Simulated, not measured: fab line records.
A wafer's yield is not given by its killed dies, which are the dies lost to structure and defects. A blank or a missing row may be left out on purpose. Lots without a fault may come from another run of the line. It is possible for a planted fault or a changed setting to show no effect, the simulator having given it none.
Chamber matching | flow gf180mcu | cmp-01 running GF_V2_CMP_04: 4 sister chambers
The step polishes SiO2. 14 wafers are shown with their chamber, then 7 later ones without.

== EACH WAFER AND ITS CHAMBER ==
wafer  | chamber | motor current A (A) | slurry flow ml min | slurry filter dp kPa (kPa)
L118.1 | 2       | 11.9                | 151.2              | 13.34
L118.4 | 3       | 10.9                | 150.2              | 13.43
L118.6 | 3       | 10.8                | 149.6              | 13.72
L119.2 | 1       | 12.6                | 150.4              | 13.60
L119.4 | 3       | 10.8                | 150.0              | 13.56
L119.6 | 0       | 11.0                | 149.0              | 13.28
L128.3 | 3       | 10.6                | 150.6              | 13.28
L128.5 | 0       | 11.8                | 151.3              | 13.57
L128.6 | 3       | 11.1                | 149.7              | 13.52
L130.2 | 2       | 12.7                | 150.7              | 13.48
L130.4 | 3       | 10.3                | 150.1              | 13.57
L130.5 | 0       | 11.0                | 149.8              | 13.68
L131.2 | 1       | 12.2                | 149.4              | 13.55
L131.3 | 3       | 10.5                | 150.6              | 13.57

SIGNATURES, as means of the wafers listed above
reading              | chamber 0 | chamber 1 | chamber 2 | chamber 3 | scatter within a chamber
motor current A      | 11.267    | 12.400    | 12.300    | 10.714    | 0.354
slurry flow ml min   | 150.033   | 149.900   | 150.950   | 150.114   | 0.654
slurry filter dp kPa | 13.5100   | 13.5750   | 13.4100   | 13.5214   | 0.144
Rule: a wafer's distance from a chamber is the root of the sum, over the readings, of the square of ((its reading less the chamber's mean) divided by the reading's scatter). The wafer belongs to the nearest chamber; if the next one is less than 2 further off, it can't be placed. The scatter: the root of (the sum of the squares of (reading less its chamber's mean) over the shown wafers, divided by (wafers less chambers)).

== WAFERS WITHOUT THEIR CHAMBER ==
wafer  | motor current A (A) | slurry flow ml min | slurry filter dp kPa (kPa)
L131.6 | 11.1                | 150.3              | 13.43
L136.2 | 10.2                | 149.8              | 13.47
L136.3 | 12.4                | 150.1              | 13.33
L136.4 | 11.1                | 149.8              | 13.57
L137.2 | 10.3                | 149.4              | 13.39
L137.3 | 10.5                | 150.1              | 13.71
L137.5 | 10.7                | 150.5              | 13.36

== WHICH CHAMBER EACH WENT THROUGH ==
wafer  | from the rows above          | in truth
L131.6 | can't be placed: 0 or 3      | 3
L136.2 | can't be placed: 3 or 0      | 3
L136.3 | can't be placed: 2 or 1 or 0 | 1
L136.4 | can't be placed: 0 or 3      | 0
L137.2 | can't be placed: 3 or 0      | 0
L137.3 | can't be placed: 3 or 0      | 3
L137.5 | can't be placed: 3 or 0      | 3
0 of 7 placed correctly. Can't be placed from these rows: 7 (the true chamber is among the candidates in 7). Number placed wrongly: 0.
